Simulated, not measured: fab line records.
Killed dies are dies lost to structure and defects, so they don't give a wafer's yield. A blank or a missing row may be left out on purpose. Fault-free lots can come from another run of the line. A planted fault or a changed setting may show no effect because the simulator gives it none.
2 desks, one fault    flow sfq_line    only its own numbers are on each desk; what lay behind them is given at the end

## FROM THE METROLOGY DESK
Lot by lot, what the gauges showed, no matter which tool ran the lot: averages of those sampled wafers that carry a number. Marked OUT: a lot whose mean sits more than 4 standard deviations from the usual mean, which makes it out of limits; the brackets give that distance.
Columns: A = M8_AU_THK at SFQ_M8_THK_MEAS_950, usual 182.4 nm; B = M8_BOW at SFQ_M8_BOW_MEAS_951, usual 10 um
lot   first seen here  A      B
L124  day 68 02:54     182.6  23
L125  day 68 10:16     185.2  10
L126  day 68 19:47     184.3  10
L127  day 68 23:17     183.9  17
L128  day 69 05:18     182.6  16
L130  day 70 02:50     182.7  23
L131  day 70 11:26     179.6  24
L132  day 70 18:47     184.7  18
L133  day 71 02:45     182.1  19
L134  day 74 07:10     181.1  11
L135  day 74 09:33     181.6  13
L139  day 75 01:02     180.8  17
L141  day 78 03:26     183.5  8
L144  day 78 15:33     182.6  -3
L146  day 78 19:10     184.3  12
This desk found nothing out of limits on any of the 15 lots.

## THE TOOL OWNER'S DESK: cmp-01
The tool's own readings at SFQ_TRILAYER_I7_CMP_CMP_184 (polishes SiO2): means of the sampled wafers that have a number, for each lot that ran on this tool. Marked OUT: a lot whose mean sits more than 4 standard deviations from the usual mean, which makes it out of limits; the brackets give that distance.
Columns: A = motor_current_A at SFQ_TRILAYER_I7_CMP_CMP_184, usual 10.6 A; B = slurry_flow_ml_min at SFQ_TRILAYER_I7_CMP_CMP_184, usual 150.0; C = time_to_endpoint_s at SFQ_TRILAYER_I7_CMP_CMP_184, usual 212 s
lot   first seen here  A     B      C
L126  day 64 08:36     10.7  149.6  210
L127  day 64 17:36     11.5  150.0  211
L128  day 64 23:36     12.0  149.3  209
L135  day 70 05:18     11.9  149.8  203
L139  day 71 05:52     11.6  149.9  236
L141  day 71 08:22     11.1  149.8  231
L144  day 71 18:50     11.0  149.7  232
This desk found nothing out of limits on any of the 7 lots.

## BROUGHT TOGETHER
Metrology desk: nothing out of limits seen.
The tool owner's desk saw nothing out of limits.

## WHAT THE SIMULATOR PUT IN
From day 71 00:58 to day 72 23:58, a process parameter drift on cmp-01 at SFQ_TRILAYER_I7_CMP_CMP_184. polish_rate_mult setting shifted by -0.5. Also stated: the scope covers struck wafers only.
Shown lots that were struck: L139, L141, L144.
